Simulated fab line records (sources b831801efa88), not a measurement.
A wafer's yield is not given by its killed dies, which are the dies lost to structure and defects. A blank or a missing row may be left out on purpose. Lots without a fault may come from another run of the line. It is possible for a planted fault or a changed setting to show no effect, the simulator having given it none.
Which tool is to blame?    flow sky130    6 lots, 17 wafers sampled, at 3 steps of a route of 708

WHAT EACH GAUGE READ, for each wafer
SKY_CAPM_THK_MEAS_01.
lot   measured      on             CAPM_CVD_00_THK (nm)
L636  day 37 13:30  film_metro-04  15.68 15.88 15.76
L637  day 38 12:18  film_metro-04  15.37 15.63 15.43
L641  day 39 18:55  film_metro-02  15.41 15.68 15.51
L644  day 39 23:22  film_metro-03  15.10 15.74 15.53
L645  day 41 04:47  film_metro-03  22.64 15.71
L654  day 42 01:39  film_metro-02  15.27 15.41 15.32

TOOL THAT RAN EACH LOT (tool first, then ch and the chambers of the sampled wafers, then the start)
lot   SKY_VIA1_CMP_24                SKY_CAPM_CVD_00
L636  cmp-01 ch 0,1,3, day 35 06:31  pecvd-03 ch 0,2, day 37 13:29
L637  cmp-01 ch 1,2,3, day 36 06:25  pecvd-04 ch 0,1, day 38 12:17
L641  cmp-02 ch 1,3, day 37 11:41    pecvd-03 ch 1,2, day 39 18:53
L644  cmp-01 ch 2,3, day 37 18:19    pecvd-01 ch 1,2, day 39 23:20
L645  cmp-02 ch 3, day 39 00:10      pecvd-04 ch 0,1, day 41 04:41
L654  cmp-01 ch 0,1, day 39 21:22    pecvd-03 ch 0,1,2, day 42 01:38
- SKY_VIA1_CMP_24: polishes, stops on SiO2, t overpolish 15 s, target thk 0 nm.
- SKY_CAPM_CVD_00: deposits SiO2, target thk 15.5 nm.

THE ANSWER, worked out from the rows above alone
Rule: the usual values come from the lots themselves. Put in order of their means at a reading, lots are off if they are a third of the lots or fewer, leave a main group of 4 or more, and stand apart from it by a gap of 3 or more times the standard deviation of the main group's means; of several such gaps the widest counts. A main group is skipped when, at the precision printed for the reading in the tables above, its means are all equal. A lot without any number at a reading at which 4 lots or more have one is off too. Where the step has rows for the other lots, those lots are counted as sound.
Off: at SKY_CAPM_THK_MEAS_01 (CAPM_CVD_00_THK), L645. For the main group the mean is 15.51 nm and the standard deviation 0.14.
If a tool, at a process step before that reading, ran all the lots that are off and no sound lot after the first of them, it fits. The gauges at SKY_CAPM_THK_MEAS_01 are tried like those tools. Can't be told from this: 3 tools fit, cmp-02 at SKY_VIA1_CMP_24, pecvd-04 at SKY_CAPM_CVD_00, film_metro-03 at SKY_CAPM_THK_MEAS_01.

WHAT WAS PUT IN BY THE SIMULATOR
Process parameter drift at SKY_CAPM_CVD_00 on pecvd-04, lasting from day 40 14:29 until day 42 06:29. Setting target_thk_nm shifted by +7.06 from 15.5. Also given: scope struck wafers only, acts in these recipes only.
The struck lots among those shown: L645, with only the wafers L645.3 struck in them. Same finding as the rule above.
